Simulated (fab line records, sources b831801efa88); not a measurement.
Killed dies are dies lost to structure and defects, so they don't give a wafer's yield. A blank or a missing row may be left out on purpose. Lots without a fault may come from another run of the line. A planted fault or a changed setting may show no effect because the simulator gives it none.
Problem report in the 8D (eight disciplines) form, filled by code | flow sky130 | the parts of the form that need people (team, actions taken, sign-off) are left out

1. THE PROBLEM
cd_nm at SKY_LI_CONTACT_CD_MEAS_12 reads a mean of 144.4 nm on 1 wafer of 1 lot; wafers without a fault read 170.2 nm with a standard deviation of 1.4. That is -18 standard deviations from the usual mean.
The step: target cd 170 nm.
First seen on wafer L408.6, day 31 14:47, on cd_sem-01. The record holds 36 wafers of 12 lots with a number at this step. Rule for "out", or "out of limits": more than 4 standard deviations from the usual mean. The other wafers with a number count as sound.

2. WHAT IT IS AND WHAT IT IS NOT
question                    | is                | is not
which readings at this step | cd_nm             | -
which lots                  | L408              | L400, L401, L402, L403, L405, L406, L407, L418, L419, L420, L423
which wafers of those lots  | L408.6            | L408.1, L408.5
read on which gauges        | cd_sem-01         | cd_sem-02
when                        | from day 31 14:47 | up to then (23 sound wafers); but 12 sound wafers of L418, L419, L420, L423 came after

3. SUSPECTS, AND WHAT RULES EACH OUT
Counting: a tool at a process step up to the reading stays a suspect if it ran every lot that is out. Sound lots after the first of them don't rule it out here, since some wafers of a struck lot are sound.
- the gauge at SKY_LI_CONTACT_CD_MEAS_12: ruled out. All the wafers that are out were read on cd_sem-01, but those of them that SKY_PAD_OPEN_PROBE_99 has rows for are out there too, on other tools.
- plasma_asher-02 at SKY_RES_PROTECT_STRIP_07 (strips in O2/N2): kept. It ran the lot that is out, L408 (day 17 21:07); its last sound lot up to then is L400 (day 14 19:04).
- krf_scanner-01 at SKY_LI_CONTACT_EXPOSE_09 (exposes mask LICM1, target cd 170 nm): kept. It ran the lot that is out, L408 (day 31 01:50); its last sound lot up to then is L407 (day 30 23:29).
Left after counting: plasma_asher-02 at SKY_RES_PROTECT_STRIP_07, krf_scanner-01 at SKY_LI_CONTACT_EXPOSE_09.

4. THE CAUSE (what the simulator had put in)
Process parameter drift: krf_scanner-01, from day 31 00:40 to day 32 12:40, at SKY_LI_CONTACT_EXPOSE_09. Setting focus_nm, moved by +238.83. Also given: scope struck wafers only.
Counting left 2 suspects, and this tool is among them.

5. THE CHAIN OF EFFECTS, in route order
Each row: a reading whose mean over the struck wafers that have a number lies more than 3 standard deviations from the usual. Only readings for which the record gives a usual standard deviation are gone through. hours: the time from each lot's start at the first step in this table that gives one to its start at this step, as a median over the lots. sigmas: the change in usual standard deviations.
hours | step                      | reading            | usual    | on struck wafers | change | sigmas
0     | SKY_LI_CONTACT_CD_MEAS_12 | cd_nm              | 170.2 nm | 144.4            | -25.8  | -18
384   | SKY_PAD_OPEN_PROBE_99     | killed_at_contacts | 23       | 108              | +85    | +15
384   | SKY_PAD_OPEN_PROBE_99     | killed_dies        | 85       | 169              | +84    | +8.4
The process steps in it:
- SKY_PAD_OPEN_PROBE_99

6. WHAT WOULD HAVE CAUGHT IT SOONER
In this record the first reading out of limits at a measuring or inspecting step was taken at day 31 14:47, 14 hours after the fault began at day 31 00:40.
Of the tool readings at SKY_LI_CONTACT_EXPOSE_09 for which the record gives a usual standard deviation, none was out on any struck wafer, so an alarm limit of 4 standard deviations on them would not have fired.
All the lots that are out (1) had begun SKY_LI_CONTACT_EXPOSE_09 on krf_scanner-01 by day 31 14:47. A hold on the tool at that time would have spared none of them.
